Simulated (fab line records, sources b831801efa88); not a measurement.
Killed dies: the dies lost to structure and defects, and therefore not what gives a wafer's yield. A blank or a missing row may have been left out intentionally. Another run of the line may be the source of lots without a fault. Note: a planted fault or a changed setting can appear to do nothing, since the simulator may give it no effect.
Split-lot experiment | flow sky130 | route with 708 steps; 5 lots, 23 wafers read

## THE SPLIT ITSELF
At SKY_LI_CONTACT_CMP_02 (polishes PSG), the setting leaveAboveRefNm was moved away from the recipe's 597.2 nm on 5 of the 23 wafers read, by -5.9% to -5.4%. The other wafers ran this setting at the recipe's value.

## FROM THE SPLIT TO THE READING: what the file shows between them, 5 steps
- SKY_LI_CONTACT_EXPOSE_09: exposes mask LICM1, target cd 170 nm (also split here: doseMj)
- SKY_LI_CONTACT_PEB_10
- SKY_LI_CONTACT_DEVELOP_11: develop time 60 s
- SKY_LI_CONTACT_CD_MEAS_12: target cd 170 nm
- SKY_LI_CONTACT_ETCH_14: etches BARC in N2/H2, stops on SiO2, time 45.9 s, target depth 60 nm

## THE READING
oesProductAu, in a.u., at SKY_LI_CONTACT_ETCH_15 (etches PSG in C4F8/O2/Ar, stops on Si, target depth 600 nm). Fault-free wafers of this fab line usually give 0.837 a.u., standard deviation 0.0045 a.u.

wafer  | tool, chamber at the split | leaveAboveRefNm as run, nm | against the recipe | oesProductAu, a.u. | against lot-mates on the recipe
L077.1 | cmp-02, 3                  | 597.2                      | recipe             | 0.833              | -
L077.4 | cmp-02, 2                  | 597.2                      | recipe             | 0.833              | -
L077.6 | cmp-02, 1                  | 597.2                      | recipe             | 0.835              | -
L078.1 | cmp-01, 1                  | 561.8                      | -5.9%              | 0.797              | -0.046
L078.2 | cmp-01, 3                  | 561.8                      | -5.9%              | 0.824              | -0.019
L078.4 | cmp-01, 2                  | 597.2                      | recipe             | 0.842              | -
L078.5 | cmp-01, 0                  | 597.2                      | recipe             | 0.845              | -
L078.6 | cmp-01, 3                  | 561.8                      | -5.9%              | 0.814              | -0.029
L081.1 | cmp-02, 3                  | 597.2                      | recipe             | 0.837              | -
L081.2 | cmp-02, 2                  | 565                        | -5.4%              | 0.811              | -0.025
L081.3 | cmp-02, 0                  | 597.2                      | recipe             | 0.833              | -
L081.4 | cmp-02, 1                  | 565                        | -5.4%              | 0.814              | -0.022
L081.5 | cmp-02, 1                  | 597.2                      | recipe             | 0.837              | -
L083.1 | cmp-01, 2                  | 597.2                      | recipe             | 0.838              | -
L083.3 | cmp-01, 1                  | 597.2                      | recipe             | 0.838              | -
L083.4 | cmp-01, 0                  | 597.2                      | recipe             | 0.844              | -
L083.5 | cmp-01, 1                  | 597.2                      | recipe             | 0.831              | -
L083.6 | cmp-01, 2                  | 597.2                      | recipe             | 0.836              | -
L082.2 | cmp-02, 2                  | 597.2                      | recipe             | 0.839              | -
L082.3 | cmp-02, 1                  | 597.2                      | recipe             | 0.835              | -
L082.4 | cmp-02, 3                  | 597.2                      | recipe             | 0.842              | -
L082.5 | cmp-02, 3                  | 597.2                      | recipe             | 0.842              | -
L082.6 | cmp-02, 0                  | 597.2                      | recipe             | 0.835              | -

THE FIT
A straight line over all 23 wafers: oesProductAu changes by +0.00446 a.u. for each +1% of leaveAboveRefNm; r = +0.89; the points scatter about the line by 0.0056 a.u.
The same after taking each lot's own level away (the mean of its wafers on the recipe; 23 wafers): +0.005 a.u. for each +1%; r = +0.92; scatter 0.0052 a.u.
The reading moves by 0.03 a.u. for the largest change in leaveAboveRefNm, on that fit.
Across the lots, their own levels run from 0.8337 to 0.8435 a.u., a range of 2.2 times the standard deviation given above.
So the lot-to-lot level changes the slope: the two fits differ.
Check: with one of the wafers moved furthest among these (-5.9%) left out of the fit, the line predicts -0.0249 a.u. for it against its lot-mates. Against them it came out at -0.0465 a.u.

## THESE WAFERS: OTHER SPLITS
Note: prior to the reading, these wafers also went through further splits. Each is held against what the fit with the lots' levels taken away leaves over:
other split on the same wafers     | wafers away from the commonest value | r with oesProductAu (lot level and that fit taken away)
SKY_SD_P_COAT_02 spinRpm           | 9                                    | -0.40
SKY_RES_XHIGH_COAT_02 spinRpm      | 9                                    | +0.10
SKY_RES_XHIGH_IMPLANT_07 energyKev | 5                                    | +0.19
SKY_SD_N_IMPLANT_09 energyKev      | 11                                   | +0.19
SKY_LI_CONTACT_EXPOSE_09 doseMj    | 7                                    | +0.26

## THE WHOLE CHAIN: every reading that the file lists as answering this split, in the file's order
step                   | what it does                                               | reading                                                                            | change (the file's fit)                  | r (the file's)
SKY_LI_CONTACT_CMP_02  | polishes PSG                                               | PSG_of_LI_CONTACT_HDPCVD_00.thkNm (the simulator's own value, which no gauge read) | +5.9 nm for each +1% of the setting      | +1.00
SKY_LI_CONTACT_ETCH_15 | etches PSG in C4F8/O2/Ar, stops on Si, target depth 600 nm | oesProductAu                                                                       | +0.0049 a.u. for each +1% of the setting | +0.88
SKY_LI_CONTACT_ETCH_15 | etches PSG in C4F8/O2/Ar, stops on Si, target depth 600 nm | LI_CONTACT.featureDepthNm (the simulator's own value, which no gauge read)         | +5.9 nm for each +1% of the setting      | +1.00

## THE FILE'S OWN FIT
oesProductAu changes by +0.0049 a.u. for each +1% of leaveAboveRefNm, r = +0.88.
